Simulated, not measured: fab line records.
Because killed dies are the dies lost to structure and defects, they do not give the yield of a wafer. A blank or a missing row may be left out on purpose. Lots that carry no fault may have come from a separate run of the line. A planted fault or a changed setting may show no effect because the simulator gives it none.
fab line records | flow sky130
[record] lots = 11 wafers = 33 last-day = 50
route steps=708 shown METAL1@436 METAL2@485 VIA2@509
lots untouched by any fault: they come from a run of this same line in which no faults occurred
start-h: start of the lot's first displayed wafer, in hours after the record's first day | wait-h: hours elapsed since this lot's preceding step | " as in the row above | L1.1+2: a single row standing in for several wafers | - no value present, or no start provided | * or withheld: withheld | < > ~ a bound
route shown NAME@n: names a module that has steps shown in the file, with the first one's number in the route | usual: mean/standard deviation of fault-free wafers | same: alike in all rows | chamber/n: place in a boat | sites: readings site by site | _std_site: standard deviation of those values | _edge_site: the outer-site mean with the inner-site mean subtracted | radius-mm: for every site, how far away it sits from the centre of the wafer | mask NAME#n: copy n | behind: the last tool/chamber to shape the wafer | hold: the reason the lot was held/the length of the hold in hours/how it ended | device: the transistor (n, p or np) that didn't switch | end of line: the tests these same wafers got at the end of their route | where a step has no rows: the recipe by itself | killed: not the wafer's yield, but the dies lost to structure and defects at the first sort | map: a wafer's dies, x killed, . not, _ none there
set.NAME: the setting the step ran with; set.NAME@STEP: the setting that earlier step ran with | model.NAME: the simulator's own value behind a step, which no gauge read
the route's steps for a sample of lots (tables are steps, rows are wafers)
services: from which hour (start-h, from the record's first day; less than 0 if before it) a tool's chamber was out of use, for how many hours, and why
[[steps]]
[step SKY_METAL1_SPUTTER_02]
[recipe] material = AlCu target-thk-nm = 250 power-w = 10600 time-s = 13.3 chamber-pressure-pa = 0.4
[usual] throttle-valve-pct = 30.4/0.93
// columns lot.wafer tool chamber start-h wait-h throttle-valve-pct
L620.3 pvd-sputter-02 - 790.34 0.0 30.2
L620.4 " - " " 29.9
L620.5 " - " " 29.7
L623.1 pvd-sputter-04 - 796.52 0.0 29.9
L623.4 " - " " 28.8
L623.5 " - " " 31.2
L625.1 pvd-sputter-01 - 811.14 0.0 29.5
L625.2 " - " " 32.3
L625.3 " - " " 31.2
L626.4 pvd-sputter-04 - 822.62 0.0 28.8
L626.5 " - " " 30.9
L626.6 " - " " 30.7
L627.1 pvd-sputter-04 - 826.26 0.0 30.5
L627.2 " - " " 28.9
L627.5 " - " " 28.8
L629.2 pvd-sputter-01 - 836.06 0.0 29.6
L629.3 " - " " 32.3
L629.6 " - " " 30.9
L633.3 pvd-sputter-04 - 869.85 0.0 29.9
L633.4 " - " " 29.0
L633.5 " - " " 29.0
L635.1 pvd-sputter-01 - 883.54 0.0 32.1
L635.2 " - " " 29.9
L635.4 " - " " 30.6
L637.3 pvd-sputter-01 - 895.17 0.0 30.7
L637.4 " - " " 32.0
L637.5 " - " " 31.2
L638.2 pvd-sputter-04 - 907.96 0.0 30.4
L638.3 " - " " 30.9
L638.4 " - " " 30.2
L639.3 pvd-sputter-01 - 912.35 0.0 30.8
L639.4 " - " " 32.1
L639.5 " - " " 32.1
[step SKY_METAL1_CD_MEAS_15]
[recipe] target-cd-nm = 140
[usual] cd-nm = 140.1/1.7
// columns lot.wafer tool chamber start-h wait-h cd-nm
L620.3 cd-sem-02 - 817.50 - 137.7
L620.4 " - " " 136.9
L620.5 " - " " 138.7
L623.1 cd-sem-02 - 824.60 - 136.7
L623.4 " - " " 135.7
L623.5 " - " " 139.0
L625.1 cd-sem-02 - 838.70 - 141.7
L625.2 " - " " 141.2
L625.3 " - " " 142.8
L626.4 cd-sem-01 - 848.86 - 137.9
L626.5 " - " " 137.7
L626.6 " - " " 137.3
L627.1 cd-sem-01 - 853.45 - 139.4
L627.2 " - " " 141.6
L627.5 " - " " 139.7
L629.2 cd-sem-02 - 861.61 - 139.1
L629.3 " - " " 140.6
L629.6 " - " " 139.5
L633.3 cd-sem-01 - 894.99 - 140.2
L633.4 " - " " 139.8
L633.5 " - " " 141.1
L635.1 cd-sem-01 - 909.36 - 141.3
L635.2 " - " " 140.0
L635.4 " - " " 140.6
L637.3 cd-sem-02 - 920.75 - 141.4
L637.4 " - " " 139.5
L637.5 " - " " 142.2
L638.2 cd-sem-02 - 932.72 - 141.3
L638.3 " - " " 142.3
L638.4 " - " " 142.0
L639.3 cd-sem-01 - 937.55 - 140.8
L639.4 " - " " 141.8
L639.5 " - " " 142.9
[step SKY_METAL2_SPUTTER_02]
[recipe] material = AlCu target-thk-nm = 250 power-w = 10600 time-s = 13.79 chamber-pressure-pa = 0.4
[usual] throttle-valve-pct = 30.1/0.86
// columns lot.wafer tool chamber start-h wait-h throttle-valve-pct
L620.3 pvd-sputter-01 - 847.60 0.0 31.1
L620.4 " - " " 32.1
L620.5 " - " " 31.3
L623.1 pvd-sputter-03 - 854.49 0.0 28.8
L623.4 " - " " 29.6
L623.5 " - " " 29.4
L625.1 pvd-sputter-03 - 867.17 0.0 28.9
L625.2 " - " " 28.9
L625.3 " - " " 29.7
L626.4 pvd-sputter-01 - 877.07 0.0 29.5
L626.5 " - " " 29.7
L626.6 " - " " 31.1
L627.1 pvd-sputter-03 - 882.09 0.0 29.4
L627.2 " - " " 30.5
L627.5 " - " " 28.6
L629.2 pvd-sputter-03 - 890.62 0.0 28.8
L629.3 " - " " 29.3
L629.6 " - " " 30.2
L633.3 pvd-sputter-01 - 923.27 0.0 29.6
L633.4 " - " " 30.7
L633.5 " - " " 29.4
L635.1 pvd-sputter-02 - 937.35 0.0 30.1
L635.2 " - " " 29.6
L635.4 " - " " 30.2
L637.3 pvd-sputter-03 - 948.58 0.0 29.6
L637.4 " - " " 30.4
L637.5 " - " " 28.8
L638.2 pvd-sputter-01 - 959.76 0.0 32.4
L638.3 " - " " 29.7
L638.4 " - " " 31.3
L639.3 pvd-sputter-03 - 964.94 0.0 30.5
L639.4 " - " " 29.4
L639.5 " - " " 29.3
[step SKY_METAL2_RS_MEAS_05]
[recipe] thk-meas-gauge = four-point-probe reads = TiN_of_METAL2_SPUTTER_04+Ti_of_METAL2_SPUTTER_03+AlCu_of_METAL2_SPUTTER_02+TiN_of_METAL2_SPUTTER_01+Ti_of_METAL2_SPUTTER_00
[usual] METAL2_ALCU_RS = 0.1220/0.0012
// columns lot.wafer tool chamber start-h wait-h METAL2_ALCU_RS[ohm/sq]
L620.3 film-metro-03 - 847.73 0.1 0.1212
L620.4 " - " " 0.1235
L620.5 " - " " 0.1206
L623.1 film-metro-03 - 854.58 0.0 0.1222
L623.4 " - " " 0.1213
L623.5 " - " " 0.1214
L625.1 film-metro-03 - 867.26 0.0 0.1392
L625.2 " - " " 0.1404
L625.3 " - " " 0.1396
L626.4 film-metro-04 - 877.22 0.1 0.1225
L626.5 " - " " 0.1213
L626.6 " - " " 0.1226
L627.1 film-metro-01 - 882.18 0.0 0.1388
L627.2 " - " " 0.1388
L627.5 " - " " 0.1402
L629.2 film-metro-01 - 890.73 0.0 0.1409
L629.3 " - " " 0.1396
L629.6 " - " " 0.1388
L633.3 film-metro-04 - 923.40 0.1 0.1193
L633.4 " - " " 0.1216
L633.5 " - " " 0.1193
L635.1 film-metro-04 - 937.44 0.0 0.1220
L635.2 " - " " 0.1215
L635.4 " - " " 0.1215
L637.3 film-metro-03 - 948.72 0.1 0.1226
L637.4 " - " " 0.1223
L637.5 " - " " 0.1235
L638.2 film-metro-01 - 959.87 0.0 0.1235
L638.3 " - " " 0.1198
L638.4 " - " " 0.1218
L639.3 film-metro-01 - 965.07 0.1 0.1197
L639.4 " - " " 0.1208
L639.5 " - " " 0.1209
[step SKY_METAL2_THK_MEAS_06]
[recipe] thk-meas-gauge = xrf reads = AlCu_of_METAL2_SPUTTER_02
[usual] METAL2_ALCU_THK = 261.2/2.5
// columns lot.wafer tool chamber start-h wait-h METAL2_ALCU_THK[nm]
L620.3 film-metro-03 - 847.83 0.1 264.5
L620.4 " - " " 260.8
L620.5 " - " " 265.7
L623.1 film-metro-03 - 854.70 0.1 260.6
L623.4 " - " " 262.6
L623.5 " - " " 262.7
L625.1 film-metro-03 - 867.38 0.1 230.0
L625.2 " - " " 227.3
L625.3 " - " " 229.5
L626.4 film-metro-04 - 877.31 0.1 259.5
L626.5 " - " " 263.2
L626.6 " - " " 258.4
L627.1 film-metro-01 - 882.30 0.1 228.9
L627.2 " - " " 229.9
L627.5 " - " " 225.5
L629.2 film-metro-01 - 890.84 0.1 226.3
L629.3 " - " " 230.0
L629.6 " - " " 231.4
L633.3 film-metro-04 - 923.50 0.1 264.4
L633.4 " - " " 261.7
L633.5 " - " " 266.5
L635.1 film-metro-04 - 937.56 0.1 260.6
L635.2 " - " " 263.7
L635.4 " - " " 261.7
L637.3 film-metro-03 - 948.82 0.1 260.3
L637.4 " - " " 260.7
L637.5 " - " " 261.7
L638.2 film-metro-01 - 959.98 0.1 258.4
L638.3 " - " " 264.8
L638.4 " - " " 264.0
L639.3 film-metro-01 - 965.17 0.1 264.5
L639.4 " - " " 260.7
L639.5 " - " " 264.0
[step SKY_VIA2_CMP_02]
[recipe] material = SiO2 down-force-psi = 4 platen-rpm = 60 pad-velocity-m-s = 0.94248
[usual] motor-current-A = 12.1/1.2 slurry-filter-dp-kPa = 13.48/0.13
// columns lot.wafer tool chamber start-h wait-h motor-current-A slurry-filter-dp-kPa
L620.4 cmp-01 0 874.72 0.0 10.5 13.46
L620.3 " 2 " " 11.9 13.43
L620.5 " 1 " " 14.0 13.52
L623.1 cmp-02 1 880.41 0.1 13.4 13.55
L623.4 " 0 " " 11.0 13.75
L623.5 " 2 " " 12.6 13.74
L625.2 cmp-02 1 893.47 0.1 13.0 13.60
L625.1 " 2 " " 11.8 13.60
L625.3 " 3 " " 10.6 13.90
L626.4 cmp-01 3 904.31 0.1 14.6 13.46
L626.6 " 1 " " 14.1 13.53
L626.5 " 2 " " 12.3 13.57
L627.2 cmp-02 1 909.22 0.1 12.7 13.40
L627.1 " 2 " " 13.0 13.33
L627.5 " 1 " " 12.9 13.46
L629.2 cmp-01 1 917.50 0.1 14.2 13.42
L629.3 " 2 " " 11.3 13.32
L629.6 " 3 " " 13.9 13.48
L633.3 cmp-02 2 949.51 0.1 12.5 13.41
L633.4 " 3 " " 10.0 13.57
L633.5 " 1 " " 12.6 13.64
L635.4 cmp-02 3 962.96 0.0 10.0 13.33
L635.1 " 0 " " 11.3 13.49
L635.2 " 1 " " 12.6 13.41
L637.3 cmp-02 1 974.86 0.1 12.0 13.29
L637.4 " 2 " " 12.0 13.78
L637.5 " 0 " " 11.1 13.54
L638.3 cmp-01 3 984.98 0.0 14.3 13.66
L638.4 " 0 " " 11.2 13.42
L638.2 " 2 " " 11.9 13.57
L639.3 cmp-02 1 990.35 0.1 13.1 13.57
L639.4 " 3 " " 10.0 13.50
L639.5 " 1 " " 12.8 13.51
[[services]]
// columns tool chamber start-h hours kind
cmp-02 - 769.91 0.8 repair
pvd-sputter-04 - 770.24 3.4 repair
cmp-02 - 780.19 1.7 repair
cmp-02 - 821.38 4.5 pm
pvd-sputter-03 3 832.59 - consumable-replace:kit
pvd-sputter-03 3 832.59 18.0 scheduled-down
pvd-sputter-04 - 836.84 2.4 repair
cmp-01 - 849.54 1.2 repair
cmp-02 - 850.99 2.2 repair
cmp-01 - 879.00 9.9 pm
cmp-01 - 899.69 0.4 repair
pvd-sputter-03 - 907.00 6.3 repair
pvd-sputter-03 - 912.09 11.4 repair
cmp-01 - 912.11 4.0 pm
pvd-sputter-04 - 921.38 9.3 repair
pvd-sputter-01 0 924.05 - consumable-replace:kit
pvd-sputter-01 0 924.05 18.0 scheduled-down
pvd-sputter-01 0 924.05 18.0 vent-cycle
pvd-sputter-03 - 928.44 5.1 repair
pvd-sputter-01 - 934.40 0.5 repair
cmp-02 - 938.13 0.3 repair
cmp-02 - 943.38 0.5 repair
pvd-sputter-01 - 970.09 9.2 repair
pvd-sputter-02 - 972.30 2.4 repair
[[key]]
[first-sign] step = SKY_METAL2_RS_MEAS_05 reading = METAL2_ALCU_RS direction = up sigmas = 15 usual = 0.1220 struck = 0.1396
[effect] step = SKY_METAL2_THK_MEAS_06 reading = METAL2_ALCU_THK direction = down sigmas = 13 usual = 261.2 struck = 228.7
met-at SKY_METAL2_SPUTTER_02
struck-lots L625,L627,L629
not-acting-at SKY_METAL1_SPUTTER_02,SKY_METAL1_CD_MEAS_15,SKY_VIA2_CMP_02
onset-between 854.49 867.17
[fault] kind = process-parameter-drift tool = pvd-sputter-03 chamber = - onset-h = 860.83 steps = SKY_METAL2_SPUTTER_02 channel = target-thk-nm offset = -29.735 shape = step end-h = 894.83 acts-in = these-recipes-only stated = 250
